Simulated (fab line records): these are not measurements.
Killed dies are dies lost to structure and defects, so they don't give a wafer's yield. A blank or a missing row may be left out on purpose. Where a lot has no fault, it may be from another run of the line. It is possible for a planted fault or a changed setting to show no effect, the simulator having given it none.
Which tool did it? | flow sky130 | 33 wafers from 11 lots sampled at 5 of the route's 708 steps

== WHAT THE GAUGES READ, wafer by wafer ==
SKY_METAL4_OVL_MEAS_14. Usual: METAL4_OVL -3 nm, standard deviation 5.2.
lot  | measured     | on         | METAL4_OVL (nm) | flag
L471 | day 41 18:07 | overlay-02 | -3 -3 -10       |
L472 | day 41 20:25 | overlay-01 | -9 0 0          |
L473 | day 42 12:17 | overlay-01 | -3 4 -1         |
L474 | day 42 22:43 | overlay-02 | 10 -3 1         |
L476 | day 43 11:36 | overlay-01 | 6 -3 0          |
L478 | day 44 07:49 | overlay-01 | -8 2 0          |
L480 | day 44 14:28 | overlay-01 | 2 -10 3         |
L484 | day 45 14:13 | overlay-02 | -14 -15 -3      |
L485 | day 46 03:49 | overlay-01 | -6 -5 -3        |
L488 | day 46 12:43 | overlay-02 | 1 -3 -2         |
L493 | day 47 20:53 | overlay-01 | -8 -12 -3       |

SKY_VIA4_RS_MEAS_19: the measuring method here is four-point-probe. Usual: VIA4_W_RS 0.2274 ohm/sq, standard deviation 0.0025.
lot  | measured     | on            | VIA4_W_RS (ohm/sq)   | flag
L471 | day 42 19:41 | film_metro-04 | 0.2299 0.2262 0.2292 |
L472 | day 42 22:14 | film_metro-02 | 0.2290 0.2316 0.2309 |
L473 | day 43 13:49 | film_metro-03 | 0.2296 0.2293 0.2306 |
L474 | day 43 23:26 | film_metro-02 | 0.2282 0.2295 0.2252 |
L476 | day 44 11:53 | film_metro-04 | 0.2277 0.2319 0.2323 |
L478 | day 45 07:46 | film_metro-03 | 0.2306 0.2244 0.2293 |
L480 | day 45 14:15 | film_metro-03 | 0.2268 0.2316 0.2246 |
L484 | day 46 13:09 | film_metro-04 | 0.2308 0.2222 0.2271 |
L485 | day 47 02:37 | film_metro-04 | 0.2248 0.2274 0.2266 |
L488 | day 47 11:44 | film_metro-04 | 0.2273 0.2270 0.2245 |
L493 | day 48 18:37 | film_metro-04 | 0.2286 0.2300 0.2307 |

SKY_PASSIVATION_THK_MEAS_01. Usual: PASSIVATION_CVD_00_THK 90.2 nm, standard deviation 1.1.
lot  | measured     | on            | PASSIVATION_CVD_00_THK (nm) | flag
L471 | day 43 19:49 | film_metro-01 | 88.6 90.8 91.6              |
L472 | day 43 22:21 | film_metro-02 | 89.4 90.6 90.2              |
L473 | day 44 13:29 | film_metro-04 | 89.7 88.8 91.0              |
L474 | day 44 23:38 | film_metro-01 | 88.7 90.1 91.0              |
L476 | day 45 11:37 | film_metro-04 | 90.4 91.4 89.9              |
L478 | day 46 06:07 | film_metro-04 | 89.7 89.3 89.6              |
L480 | day 46 12:53 | film_metro-01 | 148.4 149.9 151.2           | OFF
L484 | day 47 11:17 | film_metro-04 | 149.0 148.0 150.6           | OFF
L485 | day 48 00:20 | film_metro-02 | 90.5 90.6 92.2              |
L488 | day 48 08:44 | film_metro-02 | 88.8 91.5 91.5              |
L493 | day 49 14:28 | film_metro-04 | 89.7 90.9 91.0              |

== WHICH TOOL RAN EACH LOT (tool, then ch and the chambers of the sampled wafers, then the start) ==
lot  | SKY_CAP2M_STRIP_14                   | SKY_PASSIVATION_CVD_00
L471 | plasma_asher-04 ch 0,1, day 40 18:05 | pecvd-03 ch 1,2, day 43 19:48
L472 | plasma_asher-04 ch 0,1, day 40 19:50 | pecvd-02 ch 0,2, day 43 22:20
L473 | plasma_asher-02 ch 0,1, day 41 12:11 | pecvd-03 ch 1,2, day 44 13:28
L474 | plasma_asher-04 ch 0,1, day 41 22:02 | pecvd-01 ch 0,1,2, day 44 23:37
L476 | plasma_asher-02 ch 0,1, day 42 11:49 | pecvd-01 ch 0,1, day 45 11:34
L478 | plasma_asher-01 ch 0,1, day 43 08:35 | pecvd-02 ch 1,2, day 46 06:06
L480 | plasma_asher-02 ch 0,1, day 43 16:40 | pecvd-01 ch 0,1, day 46 12:50
L484 | plasma_asher-04 ch 0, day 44 16:10   | pecvd-01 ch 0,1,2, day 47 11:16
L485 | plasma_asher-04 ch 0,1, day 45 06:35 | pecvd-03 ch 0,1, day 48 00:19
L488 | plasma_asher-01 ch 0,1, day 45 14:35 | pecvd-03 ch 0,2, day 48 08:42
L493 | plasma_asher-02 ch 0,1, day 47 00:22 | pecvd-02 ch 0,1,2, day 49 14:27
- SKY_CAP2M_STRIP_14: strips in O2/N2.
- SKY_PASSIVATION_CVD_00: deposits SiO2, target thk 90 nm.

== AS READ BY THE TOOLS THEMSELVES (means over the sampled wafers that have a number; for cases with no such wafer, the mark the record gives instead) ==
SKY_CAP2M_STRIP_14. Usual: drypump_motor_current_A 5.8 A, standard deviation 0.51; oes_product_au 0.710 a.u., standard deviation 0.0046; strip_time_to_endpoint_s 12.65 s, standard deviation 0.053.
lot  | tool            | drypump_motor_current_A (A) | oes_product_au (a.u.) | strip_time_to_endpoint_s (s) | flag
L471 | plasma_asher-04 | 6.0                         | 0.712                 | 12.66                        |
L472 | plasma_asher-04 | 5.7                         | 0.709                 | 12.57                        |
L473 | plasma_asher-02 | 5.6                         | 0.714                 | 12.61                        |
L474 | plasma_asher-04 | 6.0                         | 0.707                 | 12.59                        |
L476 | plasma_asher-02 | 6.0                         | 0.708                 | 12.66                        |
L478 | plasma_asher-01 | 5.6                         | 0.707                 | 12.67                        |
L480 | plasma_asher-02 | 6.0                         | 0.708                 | 12.60                        |
L484 | plasma_asher-04 | 5.3                         | 0.714                 | 12.58                        |
L485 | plasma_asher-04 | 6.0                         | 0.708                 | 12.61                        |
L488 | plasma_asher-01 | 5.9                         | 0.710                 | 12.66                        |
L493 | plasma_asher-02 | 5.7                         | 0.710                 | 12.75                        |

SKY_PASSIVATION_CVD_00. Usual: 664 W for heater_power_w, sd 110.
lot  | tool     | heater_power_w (W) | flag
L471 | pecvd-03 | 683                |
L472 | pecvd-02 | 667                |
L473 | pecvd-03 | 764                |
L474 | pecvd-01 | 579                |
L476 | pecvd-01 | 569                |
L478 | pecvd-02 | 770                |
L480 | pecvd-01 | 483                |
L484 | pecvd-01 | 574                |
L485 | pecvd-03 | 692                |
L488 | pecvd-03 | 745                |
L493 | pecvd-02 | 720                |

== THE ANSWER, worked out from the rows above alone ==
Rule: a lot is off if the mean of its wafers that have a number lies more than 3 standard deviations from the usual mean. Also off: a lot with no number at a reading for which 4 or more lots have one. Where the step has rows for the other lots, those lots are counted as sound. The gauges are gone through in route order, then the tools' own readings, and for those a lot's mean is taken as printed above. At the first step where some lot is off, the reading lying furthest off is the one used; lots without a number count as furthest.
Off: L480, L484, seen at SKY_PASSIVATION_THK_MEAS_01 (PASSIVATION_CVD_00_THK).
If a tool, at a process step before that reading, ran all the lots that are off and no sound lot after the first of them, it fits. Gauges at SKY_PASSIVATION_THK_MEAS_01: tried the same way as those tools. One fits: SKY_PASSIVATION_CVD_00 on pecvd-01. A fault onset in the window from L476 (day 45 11:34, its last sound lot) to L480 (day 46 12:50, its first lot off) fits.

== WHAT THE SIMULATOR HAD INSERTED ==
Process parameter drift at SKY_PASSIVATION_CVD_00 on pecvd-01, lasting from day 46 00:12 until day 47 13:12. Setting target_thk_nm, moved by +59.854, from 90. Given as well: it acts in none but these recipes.
Struck lots among those shown: L480, L484. Same finding as the rule above.
